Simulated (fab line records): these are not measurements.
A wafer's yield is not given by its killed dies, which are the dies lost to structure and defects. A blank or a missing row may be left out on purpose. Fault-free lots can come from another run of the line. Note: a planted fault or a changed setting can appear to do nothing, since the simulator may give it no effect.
2 desks, one fault / flow gf180mcu / every desk sees just its own numbers, and what lay behind them comes last

== AT THE METROLOGY DESK ==
What the gauges read, lot by lot, whatever tool the lot ran on: means of the sampled wafers that have a number. A lot is out of limits, marked OUT, if its mean lies more than 4 standard deviations from the usual mean; the brackets give that distance.
Columns: A = V3_W_RS at GF_V3_RS_MEAS_24, usual 0.326 ohm/sq; B = V3_W_THK at GF_V3_THK_MEAS_25, usual 344 nm; C = M4_ALCU_RS at GF_M4_RS_MEAS_05, usual 0.0694 ohm/sq; D = M4_ALCU_THK at GF_M4_THK_MEAS_06, usual 446 nm
lot=L888; first seen here=day 25 01:45; A=0.325; B=352; C=0.0707; D=436
lot=L889; first seen here=day 25 07:41; A=0.333; B=336; C=0.0682; D=454
lot=L891; first seen here=day 25 22:08; A=0.327; B=343; C=0.0696; D=448
lot=L897; first seen here=day 27 17:44; A=0.333; B=330; C=0.0684; D=452
lot=L899; first seen here=day 28 11:50; A=0.327; B=348; C=0.0669; D=461
lot=L904; first seen here=day 29 14:47; A=0.324; B=341; C=0.0700; D=440
This desk's verdict: no lot among the 6 shows anything out of limits.

== THE TOOL OWNER'S DESK: pvd_sputter-02 ==
The tool's own readings at GF_M4_SPUTTER_02 (material AlCu, target thk 450 nm, time 23.9 s): means of the sampled wafers that have a number, for each lot that ran on this tool. A lot is out of limits, marked OUT, if its mean lies more than 4 standard deviations from the usual mean; the brackets give that distance.
Columns: A = chamber_pressure_pa at GF_M4_SPUTTER_02, usual 0.4001 Pa; B = throttle_valve_pct at GF_M4_SPUTTER_02, usual 30.2 %
lot=L889; first seen here=day 25 08:15; A=0.4002; B=30.3
lot=L897; first seen here=day 27 18:20; A=0.3991; B=30.2
lot=L899; first seen here=day 28 12:26; A=0.4007; B=30.1
This desk's verdict: no lot among the 3 shows anything out of limits.

== TAKEN TOGETHER ==
Metrology desk: nothing out of limits seen.
The desk of the tool owner found nothing out of limits.

== WHAT THE SIMULATOR HAD INSERTED ==
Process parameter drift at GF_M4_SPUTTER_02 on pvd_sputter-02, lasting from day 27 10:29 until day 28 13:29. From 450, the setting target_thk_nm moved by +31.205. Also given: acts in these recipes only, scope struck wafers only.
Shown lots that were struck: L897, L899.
